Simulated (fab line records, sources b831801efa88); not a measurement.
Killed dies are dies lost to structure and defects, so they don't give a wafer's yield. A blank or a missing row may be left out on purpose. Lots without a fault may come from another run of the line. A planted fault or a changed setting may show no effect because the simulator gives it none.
Which tool did it? | flow gf180mcu | 13 lots, 39 wafers sampled, at 4 steps of a route of 602

WHAT THE GAUGES READ, wafer by wafer
GF_VT_IMPLANT_OVL_MEAS_07.
lot  | measured     | on         | VT_IMPLANT_OVL (nm)
L414 | day 5 14:43  | overlay-02 | 1.7 1.2 0.6
L415 | day 5 19:22  | overlay-01 | 1.7 -0.1 0.1
L416 | day 6 02:18  | overlay-01 | 1.6 1.6 0.5
L418 | day 6 14:56  | overlay-01 | -1.0 -1.1 -0.6
L419 | day 6 21:16  | overlay-02 | 1.3 0.1 0.8
L420 | day 7 01:16  | overlay-01 | 0.6 1.8 -0.7
L421 | day 7 07:33  | overlay-02 | -0.3 0.1 -0.5
L429 | day 9 12:51  | overlay-01 | -1.9 -1.5 -1.8
L431 | day 10 00:00 | overlay-01 | -4.7 -3.3 -3.6
L432 | day 10 08:23 | overlay-01 | -0.5 1.2 1.0
L433 | day 10 13:22 | overlay-01 | -1.0 -1.1 -0.7
L436 | day 11 07:13 | overlay-01 | -1.5 -0.7 -0.6
L437 | day 11 12:12 | overlay-01 | 0.0 1.1 -0.2

GF_NSD_CD_MEAS_07: target cd 400 nm.
lot  | measured     | on        | cd_nm (nm)
L414 | day 13 05:07 | cd_sem-01 | 398.8 400.8 401.1
L415 | day 13 12:19 | cd_sem-01 | 397.7 398.6 398.2
L416 | day 13 19:08 | cd_sem-02 | 401.3 402.1 403.4
L418 | day 14 15:11 | cd_sem-02 | 398.8 399.6 399.2
L419 | day 14 21:31 | cd_sem-01 | 401.7 403.4 403.1
L420 | day 15 08:46 | cd_sem-01 | 399.8 398.9 399.6
L421 | day 15 17:30 | cd_sem-02 | 397.6 399.2 399.9
L429 | day 18 11:55 | cd_sem-01 | 400.6 400.7 400.9
L431 | day 19 08:24 | cd_sem-01 | 399.7 401.4 400.0
L432 | day 19 16:10 | cd_sem-02 | 400.7 401.7 401.2
L433 | day 19 20:47 | cd_sem-02 | 400.4 397.8 399.6
L436 | day 20 21:25 | cd_sem-02 | 397.6 397.4 398.5
L437 | day 21 04:10 | cd_sem-01 | 400.1 399.1 397.1

GF_PSD_OVL_MEAS_08.
lot  | measured     | on         | PSD_OVL (nm)
L414 | day 14 02:23 | overlay-01 | -1.4 0.1 -2.1
L415 | day 14 09:23 | overlay-02 | -1.1 -1.0 -1.2
L416 | day 14 16:01 | overlay-02 | 1.5 1.7 3.4
L418 | day 15 12:59 | overlay-02 | -4.0 -3.1 -1.9
L419 | day 15 19:47 | overlay-02 | 0.0 0.9 -0.1
L420 | day 16 06:50 | overlay-01 | 0.2 -0.5 -1.3
L421 | day 16 16:10 | overlay-01 | -2.7 -0.7 -2.0
L429 | day 19 11:01 | overlay-01 | -0.3 -1.8 -1.9
L431 | day 20 08:07 | overlay-02 | -0.4 0.5 0.9
L432 | day 20 15:42 | overlay-01 | -0.7 -1.5 -0.2
L433 | day 20 20:28 | overlay-01 | -2.5 -1.8 -0.4
L436 | day 21 20:52 | overlay-02 | 1.1 1.4 2.2
L437 | day 22 04:31 | overlay-01 | -0.5 -1.3 -0.6

WHICH TOOL RAN EACH LOT (tool, then ch and the chambers of the sampled wafers, then the start)
lot  | GF_MVPSD_EXPOSE_04
L414 | iline_stepper-01 ch 0, day 4 18:02
L415 | iline_stepper-02 ch 0, day 4 22:36
L416 | iline_stepper-01 ch 0, day 5 05:11
L418 | iline_stepper-02 ch 0, day 5 16:29
L419 | iline_stepper-01 ch 0, day 5 22:29
L420 | iline_stepper-01 ch 0, day 6 03:00
L421 | iline_stepper-02 ch 0, day 6 08:47
L429 | iline_stepper-01 ch 0, day 8 11:36
L431 | iline_stepper-01 ch 0, day 8 22:31
L432 | iline_stepper-02 ch 0, day 9 05:44
L433 | iline_stepper-01 ch 0, day 9 10:51
L436 | iline_stepper-01 ch 0, day 10 03:51
L437 | iline_stepper-02 ch 0, day 10 09:20
- GF_MVPSD_EXPOSE_04: exposes mask MVPSD, target cd 1000 nm.

WHAT THE TOOLS THEMSELVES READ (means of the sampled wafers that have a number; where no wafer has one, the mark that the record gives instead)
The record holds no such reading with a usual standard deviation.

THE ANSWER, worked out from the rows above alone
Rule: what is usual is taken from the lots themselves. Put in order of their means at a reading, lots are off if they are a third of the lots or fewer, leave a main group of 4 or more, and stand apart from it by a gap of 3 or more times the standard deviation of the main group's means; of several such gaps the widest counts. A main group whose means are all the same, to the digits that the tables above print for the reading, isn't used. A lot without any number at a reading at which 4 lots or more have one is off too. The other lots that the step has rows for count as sound. The gauges are gone through in route order, then the tools' own readings, and for those a lot's mean is taken as printed above. The first step at which some lot is off is used, and at that step the reading that is off furthest; a lot without a number counts as furthest.
No lot is off at any reading shown: from this, nothing can be told.

WHAT THE SIMULATOR HAD PUT IN
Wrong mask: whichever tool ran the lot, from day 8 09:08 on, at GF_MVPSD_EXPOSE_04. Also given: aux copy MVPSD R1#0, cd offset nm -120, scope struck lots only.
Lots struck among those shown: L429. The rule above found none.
